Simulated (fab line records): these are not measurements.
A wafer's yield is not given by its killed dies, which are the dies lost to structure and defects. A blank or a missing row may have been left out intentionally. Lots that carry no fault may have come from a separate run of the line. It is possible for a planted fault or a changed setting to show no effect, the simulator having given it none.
8D (eight disciplines) problem report, filled in by code	flow gf180mcu	the parts of the form that need people (team, actions taken, sign-off) are left out

1. THE ISSUE
Wafers with no fault read 36.94 s with a standard deviation of 0.088, whereas strip_time_to_endpoint_s at GF_LVPWELL_STRIP_10 reads a mean of 39.49 s on 1 wafer of 1 lot. That is +29 standard deviations from the usual mean.
The step: strips in O2/N2.
Seen first at day 8 02:56 on plasma_asher-03, wafer L366.5. The record has a number at this step for 39 wafers belonging to 13 lots. By rule, "out" or "out of limits" means more than 4 standard deviations away from the usual mean. The other wafers with a number count as sound.

2. WHAT IT IS, WHAT IT ISN'T
question	is	is not
which readings at this step	strip_time_to_endpoint_s	drypump_motor_current_A, heater_power_w, oes_product_au
which lots	L366	L349, L350, L353, L355, L356, L357, L358, L361, L363, L368, L370, L371
which wafers of those lots	L366.5	L366.3, L366.4
read on which tools	plasma_asher-03	plasma_asher-01, plasma_asher-02
when	from day 8 02:56	up to then (29 sound wafers); but 9 sound wafers of L368, L370, L371 came after

3. SUSPECTS, AND WHAT RULES EACH OUT
Counting: any tool at a process step up to the reading remains a suspect provided it ran every lot that is out. Sound lots after the first of them don't rule it out here, since some wafers of a struck lot are sound.
- litho_track-01 at GF_LVPWELL_COAT_02 (resist thk 3000 nm): kept. L366, the lot that is out, went through it at day 7 19:07; up to then, the latest sound lot through it was L363 at day 7 02:04.
- plasma_asher-03 at GF_LVPWELL_STRIP_10 (strips in O2/N2): kept. L366, the lot that is out, went through it at day 8 02:56; up to then, the latest sound lot through it was L361 at day 6 20:48. Its own readings are out on those wafers: strip_time_to_endpoint_s.
What counting leaves: litho_track-01 at GF_LVPWELL_COAT_02 and plasma_asher-03 at GF_LVPWELL_STRIP_10.

4. THE CAUSE (what the simulator had put in)
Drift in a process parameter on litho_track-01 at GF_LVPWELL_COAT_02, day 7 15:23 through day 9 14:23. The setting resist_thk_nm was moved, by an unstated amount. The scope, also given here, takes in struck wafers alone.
2 suspects survive the count, and this tool is in that group.

5. THE CHAIN OF EFFECTS, in route order
One row per reading whose mean, taken over the struck wafers that have a number, lies over 3 standard deviations from the usual. Readings are gone through only where the record gives a usual standard deviation; hours: the median, over the lots, of the time from a lot's start at the first step in this table giving one to that lot's start at this step; sigmas: the change measured in usual standard deviations.
hours	step	reading	usual	on struck wafers	change	sigmas
0	GF_LVPWELL_STRIP_10	strip_time_to_endpoint_s	36.94 s	39.49	+2.55	+29
Process steps it contains:
- GF_LVPWELL_STRIP_10: strips in O2/N2.
At these later measuring or inspecting steps, every struck wafer for which the step has a row has a number for every such reading, and none has moved that far: GF_NSD_OVL_MEAS_08.

6. WHAT WOULD HAVE CAUGHT IT SOONER
In this record the first reading out of limits was taken at day 8 02:56, 12 hours after the fault began at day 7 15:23.
Each of the lots that are out, 1 in all, had begun GF_LVPWELL_COAT_02 on litho_track-01 no later than day 8 02:56. A hold on the tool at that time would have spared none of them.
